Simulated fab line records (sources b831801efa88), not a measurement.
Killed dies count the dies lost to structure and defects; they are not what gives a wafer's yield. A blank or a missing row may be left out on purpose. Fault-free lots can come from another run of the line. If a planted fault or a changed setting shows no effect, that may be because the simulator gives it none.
The tool behind it: which one? | flow gf180mcu | Sampling: 14 lots, 42 wafers, 4 of 602 route steps

WHAT THE GAUGES READ, wafer by wafer
GF_STI_THK_MEAS_22. Usual: STI_OXIDATION_01_THK typically reads 15.03 nm, with standard deviation 0.26.
lot  | measured    | on            | STI_OXIDATION_01_THK (nm) | flag
L876 | day 2 02:27 | film-metro-03 | 15.32 15.24 15.29         |
L877 | day 2 09:31 | film-metro-02 | 14.73 15.02 15.01         |
L878 | day 2 14:50 | film-metro-02 | 14.82 14.94 14.91         |
L879 | day 2 20:10 | film-metro-03 | 14.87 15.01 14.87         |
L880 | day 3 00:16 | film-metro-01 | 14.86 14.72 14.87         |
L882 | day 3 11:50 | film-metro-03 | 15.21 15.23 15.05         |
L883 | day 3 15:34 | film-metro-03 | 15.00 14.57 14.81         |
L884 | day 3 21:52 | film-metro-03 | 15.20 15.08 14.92         |
L885 | day 4 01:22 | film-metro-02 | 14.80 14.66 14.93         |
L894 | day 6 03:25 | film-metro-03 | 15.02 15.06 15.20         |
L896 | day 6 10:22 | film-metro-03 | 15.23 14.90 15.40         |
L897 | day 6 15:36 | film-metro-02 | 14.93 15.02 14.90         |
L898 | day 6 21:43 | film-metro-02 | 15.15 15.09 15.09         |
L899 | day 7 02:56 | film-metro-03 | 14.56 14.60 14.68         |

GF_DUAL_GATE_OVL_MEAS_11. Usual: DUAL_GATE_OVL typically reads -0.7 nm, with standard deviation 1.7.
lot  | measured     | on         | DUAL_GATE_OVL (nm) | flag
L876 | day 8 08:44  | overlay-01 | -2.5 -2.6 -0.6     |
L877 | day 8 16:31  | overlay-02 | -2.6 -2.2 -2.6     |
L878 | day 8 21:46  | overlay-02 | -1.8 -2.2 -0.4     |
L879 | day 9 07:56  | overlay-01 | -1.9 -2.7 -2.3     |
L880 | day 9 16:10  | overlay-01 | 2.0 0.5 -1.5       |
L882 | day 10 04:14 | overlay-02 | -3.5 -3.4 -2.0     |
L883 | day 10 06:38 | overlay-02 | -0.9 -1.0 -0.4     |
L884 | day 10 14:50 | overlay-02 | -1.5 -2.3 -1.0     |
L885 | day 10 21:49 | overlay-02 | 0.5 1.9 0.0        |
L894 | day 13 21:13 | overlay-01 | -2.6 -2.1 -2.6     |
L896 | day 14 03:28 | overlay-01 | 0.5 -0.4 -1.5      |
L897 | day 14 09:41 | overlay-02 | -0.5 -0.5 -0.6     |
L898 | day 14 18:32 | overlay-02 | 0.8 0.4 1.1        |
L899 | day 14 23:52 | overlay-01 | -1.3 -0.4 0.9      |

TOOL THAT RAN EACH LOT (tool first, then ch and the chambers of the sampled wafers, then the start)
lot  | GF_VT_IMPLANT_SOFTBAKE_14         | GF_VT_IMPLANT_SOFTBAKE_25
L876 | litho-track-04 ch 0, day 5 21:58  | litho-track-04 ch 0, day 6 13:28
L877 | litho-track-01 ch 0, day 6 06:05  | litho-track-02 ch 0, day 6 20:58
L878 | litho-track-01 ch 0, day 6 11:46  | litho-track-01 ch 0, day 7 02:52
L879 | litho-track-02 ch 0, day 6 17:34  | litho-track-02 ch 0, day 7 08:43
L880 | litho-track-02 ch 0, day 7 00:23  | litho-track-02 ch 0, day 7 15:53
L882 | litho-track-01 ch 0, day 7 14:35  | litho-track-02 ch 0, day 8 07:01
L883 | litho-track-04 ch 0, day 7 16:41  | litho-track-02 ch 0, day 8 09:32
L884 | litho-track-01 ch 0, day 8 00:49  | litho-track-02 ch 0, day 8 17:50
L885 | litho-track-02 ch 0, day 8 06:23  | litho-track-02 ch 0, day 8 23:05
L894 | litho-track-02 ch 0, day 10 20:47 | litho-track-04 ch 0, day 11 15:26
L896 | litho-track-02 ch 0, day 11 03:13 | litho-track-04 ch 0, day 11 21:49
L897 | litho-track-01 ch 0, day 11 09:29 | litho-track-02 ch 0, day 12 04:22
L898 | litho-track-01 ch 0, day 11 16:53 | litho-track-01 ch 0, day 12 12:08
L899 | litho-track-01 ch 0, day 11 23:10 | litho-track-04 ch 0, day 12 18:23
- GF_VT_IMPLANT_SOFTBAKE_14: time 60.77 s.
- GF_VT_IMPLANT_SOFTBAKE_25: time 60 s.

AS READ BY THE TOOLS THEMSELVES (means over the sampled wafers that have a number; for cases with no such wafer, the mark the record gives instead)
GF_VT_IMPLANT_SOFTBAKE_14. Usual: exhaust-pa 44.9 Pa, standard deviation 0.89; heater-power-total-W 56.59 W, standard deviation 0.047; plate-sensor-t-centre-C 90.756 C, standard deviation 0.01; plate-sensor-t-edge-C 90.829 C, standard deviation 0.01.
lot  | tool           | exhaust-pa (Pa) | heater-power-total-W (W) | plate-sensor-t-centre-C (C) | plate-sensor-t-edge-C (C) | flag
L876 | litho-track-04 | 45.2            | 56.59                    | 90.762                      | 90.833                    |
L877 | litho-track-01 | 43.6            | 56.59                    | 90.756                      | 90.830                    |
L878 | litho-track-01 | 44.8            | 56.60                    | 90.757                      | 90.826                    |
L879 | litho-track-02 | 43.0            | 56.60                    | 90.758                      | 90.831                    |
L880 | litho-track-02 | 44.5            | 56.60                    | 90.757                      | 90.827                    |
L882 | litho-track-01 | 45.3            | 56.60                    | 90.747                      | 90.828                    |
L883 | litho-track-04 | 45.2            | 56.62                    | 90.747                      | 90.834                    |
L884 | litho-track-01 | 45.7            | 56.60                    | 90.761                      | 90.826                    |
L885 | litho-track-02 | 45.7            | 56.57                    | 90.756                      | 90.831                    |
L894 | litho-track-02 | 44.7            | 56.55                    | 90.767                      | 90.831                    |
L896 | litho-track-02 | 44.8            | 56.62                    | 90.756                      | 90.823                    |
L897 | litho-track-01 | 45.1            | 56.52                    | 90.760                      | 90.839                    |
L898 | litho-track-01 | 45.6            | 56.60                    | 90.753                      | 90.837                    |
L899 | litho-track-01 | 45.5            | 56.59                    | 90.764                      | 90.825                    |

GF_VT_IMPLANT_SOFTBAKE_25. Usual: exhaust-pa 45.0 Pa, standard deviation 0.99; heater-power-total-W 55.79 W, standard deviation 0.05; run-length-s 89.14 s, standard deviation 0.13.
lot  | tool           | exhaust-pa (Pa) | heater-power-total-W (W) | run-length-s (s) | flag
L876 | litho-track-04 | 44.2            | 55.80                    | 89.16            |
L877 | litho-track-02 | 44.9            | 55.77                    | 89.09            |
L878 | litho-track-01 | 45.4            | 55.75                    | 89.33            |
L879 | litho-track-02 | 43.6            | 55.82                    | 89.05            |
L880 | litho-track-02 | 46.0            | 55.81                    | 89.08            |
L882 | litho-track-02 | 44.9            | 55.78                    | 89.32            |
L883 | litho-track-02 | 44.7            | 55.79                    | 89.02            |
L884 | litho-track-02 | 45.2            | 57.76                    | 82.99            | OFF
L885 | litho-track-02 | 43.7            | 57.74                    | 82.97            | OFF
L894 | litho-track-04 | 44.3            | 55.78                    | 89.28            |
L896 | litho-track-04 | 45.6            | 55.79                    | 89.07            |
L897 | litho-track-02 | 44.3            | 55.82                    | 89.19            |
L898 | litho-track-01 | 44.9            | 55.79                    | 89.23            |
L899 | litho-track-04 | 46.1            | 55.78                    | 89.09            |

THE ANSWER, worked out from the rows above alone
Rule: a lot counts as off when the mean over its wafers that have a number is more than 3 standard deviations away from the usual mean. A lot without any number at a reading at which 4 lots or more have one is off too. Where the step has rows for the other lots, those lots are counted as sound. Order of review: gauges by route order, followed by the tools' own readings, for which a lot's mean as printed above is used. The first step at which some lot is off is used, and at that step the reading that is off furthest; a lot without a number counts as furthest.
Off: L884, L885, at GF_VT_IMPLANT_SOFTBAKE_25 (run-length-s).
If a tool, at that step or one of the process steps before it, ran each lot that is off and ran no sound lot following the first of them, it fits. Not one of the candidates tried fits.

WHAT THE SIMULATOR PUT IN
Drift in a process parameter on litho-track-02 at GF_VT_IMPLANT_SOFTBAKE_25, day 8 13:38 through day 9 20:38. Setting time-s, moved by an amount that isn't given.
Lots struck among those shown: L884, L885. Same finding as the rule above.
